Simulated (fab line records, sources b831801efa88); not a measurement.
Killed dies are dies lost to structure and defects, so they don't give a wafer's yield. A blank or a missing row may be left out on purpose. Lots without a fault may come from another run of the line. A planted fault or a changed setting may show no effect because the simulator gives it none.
Which tool did it? | flow sky130 | 11 lots, 33 wafers sampled, at 6 steps of a route of 708

WHAT THE GAUGES READ, wafer by wafer
SKY_FIELD_ISO_THK_MEAS_02. Usual: FIELD_ISO_OXIDATION_00_THK 11.97 nm, standard deviation 0.25.
lot  | measured    | on            | FIELD_ISO_OXIDATION_00_THK (nm) | flag
L566 | day 1 14:28 | film_metro-04 | 11.97 11.91 11.94               |
L567 | day 1 16:38 | film_metro-04 | 12.20 12.32 12.17               |
L568 | day 1 22:02 | film_metro-04 | 11.84 12.30 12.09               |
L569 | day 2 03:36 | film_metro-02 | 11.67 11.57 11.73               |
L570 | day 2 07:38 | film_metro-02 | 11.35 11.65 11.53               |
L577 | day 3 20:44 | film_metro-01 | 12.10 12.10 12.00               |
L579 | day 4 04:38 | film_metro-04 | 12.00 11.98 12.03               |
L581 | day 4 16:56 | film_metro-02 | 12.03 12.07 11.93               |
L583 | day 5 02:14 | film_metro-01 | 12.14 11.85 12.02               |
L584 | day 5 06:32 | film_metro-01 | 12.12 12.08 11.96               |
L589 | day 6 07:13 | film_metro-04 | 12.19 12.28 12.27               |

SKY_PWDE_TW_MEAS_10. Usual: PWDE_TW 374.3, standard deviation 1.7.
lot  | measured    | on            | PWDE_TW           | flag
L566 | day 3 23:49 | film_metro-03 | 369.2 368.8 372.0 |
L567 | day 4 00:56 | film_metro-03 | 374.4 373.3 372.1 |
L568 | day 4 05:17 | film_metro-01 | 374.6 374.2 372.9 |
L569 | day 4 16:04 | film_metro-01 | 374.0 374.4 375.3 |
L570 | day 4 20:58 | film_metro-02 | 372.5 373.7 373.1 |
L577 | day 6 12:25 | film_metro-03 | 387.7 387.0 385.3 | OFF
L579 | day 6 21:40 | film_metro-01 | 387.7 388.7 387.9 | OFF
L581 | day 7 09:16 | film_metro-01 | 374.7 375.6 374.6 |
L583 | day 7 19:59 | film_metro-02 | 373.6 375.5 375.8 |
L584 | day 8 02:40 | film_metro-02 | 374.4 372.5 372.6 |
L589 | day 9 06:07 | film_metro-03 | 373.0 374.4 372.3 |

SKY_NWELL_RS_MEAS_31: measures by four-point-probe. Usual: PWDE_RS 5283 ohm/sq, standard deviation 17.
lot  | measured     | on            | PWDE_RS (ohm/sq) | flag
L566 | day 5 10:40  | film_metro-01 | 5304 5289 5310   |
L567 | day 5 12:08  | film_metro-02 | 5276 5267 5278   |
L568 | day 5 16:30  | film_metro-03 | 5287 5304 5296   |
L569 | day 6 04:02  | film_metro-02 | 5296 5265 5283   |
L570 | day 6 10:22  | film_metro-03 | 5252 5244 5243   |
L577 | day 8 05:07  | film_metro-01 | 4846 4820 4847   | OFF
L579 | day 8 14:35  | film_metro-01 | 4819 4824 4828   | OFF
L581 | day 9 02:31  | film_metro-03 | 5277 5262 5277   |
L583 | day 9 15:00  | film_metro-01 | 5270 5266 5271   |
L584 | day 9 22:15  | film_metro-02 | 5312 5306 5315   |
L589 | day 11 04:46 | film_metro-03 | 5261 5278 5268   |

SKY_VT_ADJUST_NCORE_OVL_MEAS_08. Usual: VT_ADJUST_NCORE_OVL 0.3 nm, standard deviation 1.4.
lot  | measured     | on         | VT_ADJUST_NCORE_OVL (nm) | flag
L566 | day 8 16:55  | overlay-02 | -1.8 -3.3 -0.4           |
L567 | day 8 17:56  | overlay-02 | 1.0 0.7 2.7              |
L568 | day 9 00:27  | overlay-02 | -1.8 -0.6 -0.3           |
L569 | day 9 13:24  | overlay-01 | 2.0 -0.3 2.2             |
L570 | day 9 20:21  | overlay-02 | 0.2 0.0 -0.1             |
L577 | day 11 22:34 | overlay-01 | 1.5 2.0 0.9              |
L579 | day 12 09:48 | overlay-02 | -1.6 -2.2 -1.2           |
L581 | day 12 23:35 | overlay-02 | -1.2 0.1 -2.1            |
L583 | day 13 13:10 | overlay-02 | 1.6 2.2 1.4              |
L584 | day 13 21:57 | overlay-02 | 0.2 0.5 2.1              |
L589 | day 15 08:20 | overlay-01 | -0.2 0.7 1.2             |

WHICH TOOL RAN EACH LOT (tool, then ch and the chambers of the sampled wafers, then the start)
lot  | SKY_PWDE_IMPLANT_08            | SKY_VT_ADJUST_HVTP_STRIP_10
L566 | implanter-03 ch 0, day 3 23:34 | plasma_asher-03 ch 0,1, day 6 05:22
L567 | implanter-04 ch 0, day 4 00:42 | plasma_asher-03 ch 1, day 6 06:41
L568 | implanter-03 ch 0, day 4 05:04 | plasma_asher-01 ch 0,1, day 6 11:13
L569 | implanter-02 ch 0, day 4 15:50 | plasma_asher-04 ch 0,1, day 6 23:05
L570 | implanter-02 ch 0, day 4 20:43 | plasma_asher-04 ch 0,1, day 7 05:58
L577 | implanter-04 ch 0, day 6 12:12 | plasma_asher-04 ch 0,1, day 9 01:34
L579 | implanter-04 ch 0, day 6 21:26 | plasma_asher-04 ch 0,1, day 9 12:11
L581 | implanter-02 ch 0, day 7 09:01 | plasma_asher-01 ch 0,1, day 10 00:29
L583 | implanter-02 ch 0, day 7 19:46 | plasma_asher-01 ch 0,1, day 10 13:13
L584 | implanter-03 ch 0, day 8 02:26 | plasma_asher-01 ch 0, day 10 21:11
L589 | implanter-02 ch 0, day 9 05:52 | plasma_asher-03 ch 0,1, day 12 04:17
- SKY_PWDE_IMPLANT_08
- SKY_VT_ADJUST_HVTP_STRIP_10: strips in O2/N2.

WHAT THE TOOLS THEMSELVES READ (means of the sampled wafers that have a number; where no wafer has one, the mark that the record gives instead)
SKY_PWDE_IMPLANT_08. Usual: beam_on_s 10.01 s, standard deviation 0.17; dose_ions_cm2 3.6e+12, standard deviation 4.7e+09; end_station_pressure_torr 5.02e-06 Torr, standard deviation 2.6e-07; faraday_current_uA 20.3, standard deviation 0.34.
lot  | tool         | beam_on_s (s) | dose_ions_cm2 | end_station_pressure_torr (Torr) | faraday_current_uA | flag
L566 | implanter-03 | 10.10         | 3.6e+12       | 5.18e-06                         | 20.1               |
L567 | implanter-04 | 9.95          | 3.6e+12       | 4.92e-06                         | 20.4               |
L568 | implanter-03 | 9.90          | 3.6e+12       | 5.12e-06                         | 20.5               |
L569 | implanter-02 | 9.88          | 3.6e+12       | 4.99e-06                         | 20.5               |
L570 | implanter-02 | 10.07         | 3.6e+12       | 5.17e-06                         | 20.2               |
L577 | implanter-04 | 11.18         | 3.6e+12       | 7.48e-05                         | 17.7               | OFF
L579 | implanter-04 | 11.24         | 3.6e+12       | 7.39e-05                         | 17.6               | OFF
L581 | implanter-02 | 9.99          | 3.6e+12       | 4.88e-06                         | 20.3               |
L583 | implanter-02 | 9.93          | 3.6e+12       | 4.87e-06                         | 20.4               |
L584 | implanter-03 | 9.95          | 3.6e+12       | 5.01e-06                         | 20.4               |
L589 | implanter-02 | 10.03         | 3.6e+12       | 4.96e-06                         | 20.3               |

SKY_VT_ADJUST_HVTP_STRIP_10. Usual: drypump_motor_current_A 5.5 A, standard deviation 0.37; oes_product_au 0.716 a.u., standard deviation 0.0047; strip_time_to_endpoint_s 14.18 s, standard deviation 0.049.
lot  | tool            | drypump_motor_current_A (A) | oes_product_au (a.u.) | strip_time_to_endpoint_s (s) | flag
L566 | plasma_asher-03 | 5.7                         | 0.717                 | 14.10                        |
L567 | plasma_asher-03 | 5.4                         | 0.714                 | 14.16                        |
L568 | plasma_asher-01 | 5.2                         | 0.720                 | 14.20                        |
L569 | plasma_asher-04 | 5.6                         | 0.715                 | 14.21                        |
L570 | plasma_asher-04 | 5.5                         | 0.719                 | 14.08                        |
L577 | plasma_asher-04 | 5.5                         | 0.718                 | 14.14                        |
L579 | plasma_asher-04 | 5.5                         | 0.716                 | 14.22                        |
L581 | plasma_asher-01 | 5.4                         | 0.718                 | 14.17                        |
L583 | plasma_asher-01 | 5.2                         | 0.719                 | 14.13                        |
L584 | plasma_asher-01 | 5.1                         | 0.717                 | 14.15                        |
L589 | plasma_asher-03 | 6.0                         | 0.714                 | 14.27                        |

THE ANSWER, worked out from the rows above alone
Rule: a lot is off if the mean of its wafers that have a number lies more than 3 standard deviations from the usual mean. A lot without any number at a reading at which 4 lots or more have one is off too. The other lots that the step has rows for count as sound. The gauges are gone through in route order, then the tools' own readings, and for those a lot's mean is taken as printed above. The first step at which some lot is off is used, and at that step the reading that is off furthest; a lot without a number counts as furthest.
Off: L577, L579, at SKY_PWDE_TW_MEAS_10 (PWDE_TW).
A tool fits if, at a process step before that reading, it ran every lot that is off, and no sound lot after the first of them. The gauges at SKY_PWDE_TW_MEAS_10 aren't tried: what is off there is off at SKY_PWDE_IMPLANT_08 too, on other tools, and a gauge's error can't cause that. One fits: implanter-04 at SKY_PWDE_IMPLANT_08. Its last sound lot is L567 (day 4 00:42), its first lot that is off L577 (day 6 12:12): a fault that began between those two fits.
The tool's own readings at SKY_PWDE_IMPLANT_08 bear it out: on the lots that are off they differ by more than 5 times the standard deviation of the sound lots' means. beam_on_s reads 11.21 s there against 9.98 s on the sound lots; end_station_pressure_torr reads 7.43e-05 Torr there against 5.01e-06 Torr on the sound lots; faraday_current_uA reads 17.6 there against 20.3 on the sound lots.

WHAT THE SIMULATOR HAD PUT IN
Process parameter drift: implanter-04, from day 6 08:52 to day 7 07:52, at SKY_PWDE_IMPLANT_08. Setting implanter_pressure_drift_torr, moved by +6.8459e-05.
Process parameter drift: implanter-04, from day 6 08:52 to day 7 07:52, at SKY_PWDE_IMPLANT_08. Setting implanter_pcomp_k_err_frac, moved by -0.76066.
Lots struck among those shown: L577, L579. The rule above found the same.
